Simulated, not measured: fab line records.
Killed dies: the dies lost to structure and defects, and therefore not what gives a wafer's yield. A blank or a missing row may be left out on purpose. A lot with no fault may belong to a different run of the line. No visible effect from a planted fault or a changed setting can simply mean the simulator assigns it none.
fab line records | flow gf180mcu
record: lots: 15 wafers: 45 last-day: 34
route steps=602 shown V2@399 M3@425 V3@455 M4@460
lots with no fault: from the same line, run without faults
start-h: hours from the record's opening day to when the first of the lot's shown wafers began | wait-h: hours elapsed since this lot's preceding step | " as in the row above | L1.1+2: one row covering several wafers at once | - either no value or no given start | * or withheld: withheld | < > ~ a bound
route shown NAME@n: NAME is a module with steps in the file, n the number in the route of the first one | usual: average and standard deviation across the fault-free wafers | same: alike in all rows | chamber/n: place in a boat | sites: the reading at each site | _std_site: how widely they spread, as a standard deviation | _edge_site: the outer-site mean with the inner-site mean subtracted | radius-mm: for every site, how far away it sits from the centre of the wafer | mask NAME#n: copy n | behind: the tool/chamber that last shaped the wafer | hold: cause of the lot's hold/its duration in hours/its outcome | device: whichever transistor did not switch (one of n, p or np) | end of line: the route-end tests of the same wafers | where a step has no rows: the recipe by itself | killed: dies that structure and defects cost at the first sort, which is not the same as the wafer's yield | map: shows each die of a wafer: x if killed, . if not, _ if none is there
set.NAME: the setting as run; set.NAME@STEP: as run at that earlier step | model.NAME: the simulator's own value behind a step, which no gauge read
one table for each step of the route and one row for each wafer, over a sample of lots
services: a tool's chamber out of use, with start hour (start-h, from the record's first day; less than 0 if before it), hours out, and reason
== steps ==
step: GF_V2_ETCH_17
recipe: chemistry: C4F8/O2/Ar mask-material: KrF target: SiO2 stop-on: TiN source-w: 1500 bias-w: 1200 pressure-mtorr: 40 c4f8-flow-sccm: withheld O2_flow_sccm: 6 Ar_flow_sccm: 300 time-s: withheld target-depth-a: 6300
usual: oes-product-au: 0.856/0.0047
columns lot.wafer tool chamber start-h wait-h oes-product-au
L726.1 rie-diel-01 3 - - 0.849
L726.2 " 1 " " 0.858
L726.5 " 1 " " 0.869
L727.1 rie-diel-01 2 - - 0.846
L727.4 " 1 " " 0.861
L727.6 " 3 " " 0.854
L728.3 rie-diel-01 0 - - 0.854
L728.4 " 3 " " 0.851
L728.5 " 2 " " 0.847
L729.3 rie-diel-02 1 - - 0.856
L729.5 " 1 " " 0.856
L729.6 " 0 " " 0.858
L732.2 rie-diel-01 3 - - 0.860
L732.4 " 1 " " 0.866
L732.5 " 3 " " 0.854
L733.3 rie-diel-01 2 - - 0.859
L733.4 " 3 " " 0.862
L733.5 " 2 " " 0.858
L734.3 rie-diel-04 1 - - 0.857
L734.4 " 0 " " 0.857
L734.6 " 2 " " 0.851
L735.1 rie-diel-02 2 - - 0.856
L735.4 " 0 " " 0.858
L735.6 " 0 " " 0.865
L736.1 rie-diel-04 2 - - 0.861
L736.4 " 3 " " 0.857
L736.6 " 0 " " 0.855
L738.2 rie-diel-01 1 - - 0.858
L738.4 " 2 " " 0.861
L738.6 " 3 " " 0.856
L743.3 rie-diel-02 3 - - 0.856
L743.4 " 1 " " 0.856
L743.5 " 3 " " 0.860
L745.1 rie-diel-02 0 - - 0.855
L745.2 " 2 " " 0.850
L745.3 " 3 " " 0.858
L746.1 rie-diel-04 0 - - 0.859
L746.2 " 3 " " 0.861
L746.3 " 2 " " 0.865
L747.4 rie-diel-04 2 - - 0.858
L747.5 " 3 " " 0.852
L747.6 " 0 " " 0.860
L748.1 rie-diel-04 0 - - 0.854
L748.5 " 3 " " 0.860
L748.6 " 2 " " 0.857
step: GF_M3_METAL_ETCH_16
recipe: chemistry: Cl2/BCl3 mask-material: KrF target-depth-nm: 627.5 stop-on: SiO2 pressure-mtorr: 8 icp-w: 800 bias-w: 140 Cl2_flow_sccm: 80 bcl3-flow-sccm: 40 time-s: 104.6
usual: drypump-motor-current-A: 5.5/0.41 oes-product-au: 0.971/0.0066 throttle-valve-pct: 28.250/0.01
columns lot.wafer tool chamber start-h wait-h drypump-motor-current-A oes-product-au rf-hours-counter-h throttle-valve-pct
L726.1 rie-metal-01 1 489.11 0.0 6.0 0.977 11 28.244
L726.2 " 0 " " 4.9 0.961 6 28.264
L726.5 " 1 " " 6.0 0.975 - 28.267
L727.1 rie-metal-02 0 492.24 0.0 6.0 0.979 11 28.232
L727.4 " 0 " " 6.0 0.976 - 28.252
L727.6 " 0 " " 6.0 0.977 - 28.251
L728.3 rie-metal-01 1 498.73 0.1 6.0 0.980 - 28.228
L728.4 " 0 " " 4.8 0.973 - 28.247
L728.5 " 0 " " 4.8 0.973 - 28.237
L729.3 rie-metal-04 1 515.25 0.1 5.5 0.972 - 28.256
L729.5 " 1 " " 5.6 0.966 - 28.256
L729.6 " 0 " " 5.4 0.978 - 28.256
L732.2 rie-metal-02 1 538.33 0.1 5.6 0.979 - 28.257
L732.4 " 1 " " 5.6 0.967 - 28.257
L732.5 " 1 " " 5.5 0.973 - 28.244
L733.3 rie-metal-02 0 559.90 0.1 6.1 0.985 - 28.238
L733.4 " 1 " " 5.5 0.976 - 28.247
L733.5 " 1 " " 5.5 0.964 - 28.258
L734.3 rie-metal-01 0 560.29 0.1 4.8 0.977 - 28.236
L734.4 " 0 " " 4.9 0.977 - 28.243
L734.6 " 0 " " 4.8 0.977 - 28.253
L735.1 rie-metal-04 1 567.63 0.0 5.6 0.972 4 28.268
L735.4 " 1 " " 5.6 0.966 - 28.248
L735.6 " 1 " " 5.6 0.969 - 28.259
L736.1 rie-metal-04 1 575.73 0.0 5.6 0.968 4 28.244
L736.4 " 1 " " 5.6 0.972 - 28.247
L736.6 " 0 " " 5.4 0.965 - 28.262
L738.2 rie-metal-04 0 591.66 0.0 5.4 0.974 13 28.248
L738.4 " 1 " " 5.6 0.974 - 28.252
L738.6 " 0 " " 5.4 0.968 - 28.239
L743.3 rie-metal-01 1 629.08 0.1 6.0 0.973 - 28.268
L743.4 " 0 " " 4.9 0.966 - 28.253
L743.5 " 1 " " 6.0 0.976 - 28.255
L745.1 rie-metal-04 0 655.68 0.0 5.4 0.979 1 28.233
L745.2 " 1 " " 5.6 0.977 7 28.249
L745.3 " 1 " " 5.6 0.984 - 28.231
L746.1 rie-metal-01 1 658.13 0.0 6.0 0.961 3 28.249
L746.2 " 0 " " 4.8 0.974 10 28.255
L746.3 " 1 " " 6.0 0.972 - 28.261
L747.4 rie-metal-02 1 661.23 0.0 5.5 0.971 - 28.247
L747.5 " 0 " " 6.0 0.963 - 28.256
L747.6 " 1 " " 5.6 0.979 - 28.260
L748.1 rie-metal-02 0 665.33 0.0 6.0 0.977 4 28.245
L748.5 " 0 " " 6.0 0.973 - 28.230
L748.6 " 1 " " 5.6 0.981 - 28.238
step: GF_V3_CMP_26
recipe: stop-on: SiO2 down-force-psi: 3.5 platen-rpm: 60 t-overpolish-s: 15 target-thk-nm: 0 pad-velocity-m-s: 0.94248
usual: edge-zone-pressure-frac: 1.000/0.005 head-pressure-psi: 3.501/0.008 motor-current-A: 11.4/0.81 overpolish-run-s: 14.999/0.01 time-to-endpoint-s: 86/3.5
columns lot.wafer tool chamber start-h wait-h edge-zone-pressure-frac head-pressure-psi motor-current-A overpolish-run-s time-to-endpoint-s
L726.1 cmp-01 0 514.74 0.1 1.002 3.500 11.0 14.999 83
L726.2 " 1 " " 1.004 3.496 9.9 15.005 81
L726.5 " 0 " " 1.001 3.498 11.4 14.978 86
L727.4 cmp-01 0 517.63 0.1 1.002 3.493 12.0 14.993 82
L727.1 " 2 " " 1.002 3.514 12.2 14.999 83
L727.6 " 0 " " 1.007 3.504 11.3 14.992 81
L728.3 cmp-01 2 524.09 0.1 1.006 3.484 11.8 15.000 86
L728.4 " 0 " " 0.988 3.498 11.3 15.005 89
L728.5 " 2 " " 1.004 3.509 11.2 15.007 86
L729.3 cmp-01 2 540.03 0.0 1.004 3.506 12.3 15.001 84
L729.5 " 2 " " 1.007 3.519 11.7 15.002 87
L729.6 " 3 " " 0.998 3.505 10.8 14.990 87
L732.4 cmp-02 0 563.48 0.0 0.995 3.500 11.3 15.008 88
L732.2 " 3 " " 0.998 3.490 12.1 14.997 89
L732.5 " 1 " " 0.995 3.495 11.7 14.985 85
L733.3 cmp-02 0 583.93 0.0 0.996 3.486 11.5 15.000 92
L733.4 " 3 " " 0.990 3.506 11.9 14.990 93
L733.5 " 0 " " 1.000 3.499 11.3 15.006 91
L734.3 cmp-01 2 584.13 0.1 - - - - -
L734.4 " 0 " " - - - - -
L734.6 " 1 " " - - - - -
L735.4 cmp-02 3 591.69 0.0 - - - - -
L735.1 " 2 " " - - - - -
L735.6 " 3 " " - - - - -
L736.1 cmp-01 3 599.33 0.1 - - - - -
L736.4 " 0 " " - - - - -
L736.6 " 2 " " - - - - -
L738.4 cmp-02 0 614.74 0.0 1.007 3.497 11.2 15.000 84
L738.2 " 1 " " 1.005 3.499 12.0 15.002 86
L738.6 " 1 " " 1.002 3.499 12.5 15.006 82
L743.3 cmp-02 0 651.12 0.0 0.997 3.503 11.8 15.007 87
L743.4 " 1 " " 1.003 3.505 11.6 14.997 87
L743.5 " 1 " " 1.008 3.511 12.1 14.992 83
L745.3 cmp-01 3 677.24 0.0 1.008 3.504 11.7 15.005 85
L745.1 " 1 " " 1.001 3.488 10.1 15.003 82
L745.2 " 2 " " 0.992 3.492 12.4 15.001 84
L746.3 cmp-01 1 679.50 0.0 1.000 3.513 9.6 14.982 83
L746.1 " 2 " " 0.998 3.508 12.3 15.001 85
L746.2 " 3 " " 0.994 3.499 11.5 14.991 87
L747.4 cmp-01 1 684.52 1.6 0.996 3.500 10.5 15.006 84
L747.6 " 3 " " 0.990 3.504 11.0 15.010 87
L747.5 " 0 " " 1.001 3.493 11.4 15.002 86
L748.1 cmp-01 1 686.27 0.2 0.999 3.507 9.9 15.010 79
L748.6 " 0 " " 1.005 3.509 10.8 15.014 84
L748.5 " 1 " " 1.000 3.504 9.8 14.994 81
step: GF_M4_SPUTTER_04
recipe: material: TiN target-thk-nm: 50 power-w: 6500 time-s: 41.7 chamber-pressure-pa: 0.4
usual: throttle-valve-pct: 29.8/1
columns lot.wafer tool chamber start-h wait-h throttle-valve-pct
L726.1 pvd-sputter-01 - 515.17 0.0 28.7
L726.2 " - " " 28.7
L726.5 " - " " 30.7
L727.1 pvd-sputter-04 - 518.06 0.0 29.4
L727.4 " - " " 30.8
L727.6 " - " " 29.5
L728.3 pvd-sputter-04 - 524.53 0.0 29.1
L728.4 " - " " 30.0
L728.5 " - " " 29.3
L729.3 pvd-sputter-01 - 540.52 0.0 27.8
L729.5 " - " " 28.6
L729.6 " - " " 27.6
L732.2 pvd-sputter-04 - 563.96 0.0 29.4
L732.4 " - " " 30.0
L732.5 " - " " 29.6
L733.3 pvd-sputter-03 - 584.41 0.0 31.5
L733.4 " - " " 28.2
L733.5 " - " " 29.6
L738.2 pvd-sputter-01 - 615.22 0.0 28.5
L738.4 " - " " 30.4
L738.6 " - " " 28.7
L743.3 pvd-sputter-03 - 651.60 0.0 31.6
L743.4 " - " " 31.6
L743.5 " - " " 29.5
L745.1 pvd-sputter-01 - 677.72 0.0 30.3
L745.2 " - " " 27.7
L745.3 " - " " 28.7
L746.1 pvd-sputter-04 - 679.98 0.0 30.0
L746.2 " - " " 30.8
L746.3 " - " " 29.4
L747.4 pvd-sputter-04 - 684.90 0.0 29.5
L747.5 " - " " 31.1
L747.6 " - " " 29.4
L748.1 pvd-sputter-03 - 686.70 0.0 30.3
L748.5 " - " " 29.9
L748.6 " - " " 29.3
== services ==
columns tool chamber start-h hours kind
cmp-02 - 442.30 3.8 repair
rie-metal-04 - 452.49 0.9 repair
rie-metal-04 - 464.23 0.8 repair
rie-metal-02 - 500.41 28.1 pm
rie-metal-01 0 505.66 12.5 repair
cmp-02 - 522.22 7.6 pm
rie-metal-01 0 528.05 20.9 repair
cmp-02 - 535.41 19.0 repair
rie-diel-01 1 542.22 11.3 repair
pvd-sputter-04 - 544.21 2.5 repair
cmp-02 - 550.18 1.1 repair
rie-diel-04 3 567.71 4.1 repair
cmp-01 - 572.00 4.0 pm
rie-diel-04 3 577.34 3.4 repair
cmp-02 - 581.44 0.4 repair
cmp-01 - 584.83 5.0 pm
cmp-01 - 591.09 1.4 repair
cmp-01 - 591.72 1.3 repair
rie-diel-01 2 596.18 3.5 repair
rie-metal-04 - 599.17 2.8 pm
rie-diel-01 - 620.79 0.3 repair
rie-metal-01 - 644.03 6.1 repair
cmp-02 - 667.54 19.2 pm
cmp-01 - 681.93 2.2 repair
== key ==
first-sign: step: GF_V3_CMP_26 reading: tool-record direction: missing
effect none on later readings
met-at GF_V3_CMP_26
struck-lots L734,L735,L736
later-rows-left-out L734.3,L734.4,L734.6,L735.1,L735.4,L735.6,L736.1,L736.4,L736.6
sort-left-out L734.3,L734.4,L734.6,L735.1,L735.4,L735.6,L736.1,L736.4,L736.6
not-acting-at GF_V2_ETCH_17,GF_M3_METAL_ETCH_16,GF_M4_SPUTTER_04
onset-between 583.93 584.13
fault: kind: skipped-step-whole tool: cmp-01,cmp-02 chamber: - onset-h: 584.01 steps: GF_V3_CMP_26 scope: struck-lots-only
sort-left-out: the simulated sort isn't trusted on such a fault, so these wafers' sort isn't shown, and their yield isn't known
later-rows-left-out: the simulator's readings of these wafers behind a module that went badly wrong aren't trusted and aren't shown, but for the sort
